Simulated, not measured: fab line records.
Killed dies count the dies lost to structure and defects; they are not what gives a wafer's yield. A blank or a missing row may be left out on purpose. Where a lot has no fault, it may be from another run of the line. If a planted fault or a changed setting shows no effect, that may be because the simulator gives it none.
A struck lot beside a sound one / flow sky130 / 16 out of 708 route steps
Sound: the wafers L824.2, L824.3, L824.4. The struck wafers were L831.1, L831.3, L831.5. The cause is given at the end.
Each step with rows lists, per side, the tool, then ch with its chambers, then its first start. Under that, the readings that differ: sound wafers / struck wafers / difference of the means / sigmas: that difference in standard deviations of wafers without a fault.
alike: a reading whose means differ by less than 2 such deviations, as well as words and numbers matching on both sides. not compared: withheld readings; readings where some wafer has no value; bounds like >300 that might hide an equal value; numbers whose values overlap and for which the record gives no deviation.
A row with sigmas, a row that says differs or no value, or rows on one side alone: a step with any of these is where the two part. When numbers do not overlap yet have no deviation, they are printed without sigmas and do not part them. A reading missing from all wafers of one side parts the sides only when that side holds two or more wafers.

first, 5 steps without rows for these wafers: SKY_SONOS_TUNNEL_COAT_02 (resist thk 1140 nm); SKY_SONOS_TUNNEL_SOFTBAKE_03 (time 60 s); SKY_SONOS_TUNNEL_EXPOSE_04 (exposes mask TUNM, target cd 410 nm); SKY_SONOS_TUNNEL_PEB_05; SKY_SONOS_TUNNEL_DEVELOP_06 (develop time 60 s).
SKY_SONOS_TUNNEL_CD_MEAS_07 targets a cd of 410 nm.
  sound on cd sem-02, day 11 20:29; struck on cd sem-02, day 14 07:30
  alike: cd nm
SKY_SONOS_TUNNEL_OVL_MEAS_08:
  sound on overlay-02, day 11 20:35; struck on overlay-01, day 14 07:37
  alike: SONOS_TUNNEL_OVL
then, 3 steps without rows for these wafers: SKY_SONOS_TUNNEL_IMPLANT_09; SKY_SONOS_TUNNEL_WET_ETCH_10 (etches SiO2 in dHF, target depth 14 nm, time 280 s); SKY_SONOS_TUNNEL_STRIP_11 (strips in SPM, time 600 s).
SKY_SONOS_TUNNEL_TW_MEAS_12:
  sound on film metro-02, day 11 21:02; struck on film metro-01, day 14 08:05
  alike: SONOS_TUNNEL_TW
then, 1 step without rows for these wafers: SKY_SONOS_TUNNEL_CLEAN_13 (cleans in dHF, time 20 s).
SKY_SONOS_ONO_OXIDATION_00: stabilise 600 s, purge 300 s, target thk 2.6 nm.
  sound on furnace-02 ch 0, day 11 21:26; struck on furnace-01 ch 0, day 14 09:38
reading=model.SiO2_of_SONOS_ONO_OXIDATION_00.thk nm (nm); sound=2.513 2.52 2.49; struck=2.797 2.816 2.814; difference=+0.301; sigmas=
  alike: spike tc bottom C, spike tc centre C
SKY_SONOS_ONO_THK_MEAS_01:
  sound on film metro-03, day 11 22:47; struck on film metro-03, day 14 10:59
reading=SONOS_ONO_OXIDATION_THK (nm); sound=2.54 2.51 2.51; struck=2.78 2.78 2.85; difference=+0.28; sigmas=+5
then, 1 step without rows for these wafers: SKY_SONOS_ONO_CVD_02 (deposits Si3N4 from DCS/NH3, target thk 10.5 nm, time 180 s).
-- here the record skips 34 days between the struck wafers' starts before and after, leaving off in module SONOS_ONO and picking up in module PAD_OPEN (first step shown: number 708 of the route) --
SKY_PAD_OPEN_PROBE_99:
  sound on prober-01, day 46 04:11; struck on prober-02, day 48 14:02
reading=killed_at_M4_up; sound=5 3 3; struck=8 7 7; difference=+4; sigmas=+2
reading=model.etest.sonos erased.vt v (V); sound=-2.39 -2.391 -2.386; struck=-1.951 -1.794 -1.891; difference=+0.510; sigmas=
reading=model.etest.sonos baked.vt less v (V); sound=-0.5535 -0.5747 -0.6018; struck=-0.3743 -0.3254 -0.3767; difference=+0.2179; sigmas=
  alike: killed_at_M0_to_M3, killed at contacts, killed at front end, killed at other, killed dies, killed open, killed short

== WHERE THEY PART ==
First at SKY_SONOS_ONO_THK_MEAS_01; last, within this record, at SKY_PAD_OPEN_PROBE_99.

WHY: what had been put in by the simulator
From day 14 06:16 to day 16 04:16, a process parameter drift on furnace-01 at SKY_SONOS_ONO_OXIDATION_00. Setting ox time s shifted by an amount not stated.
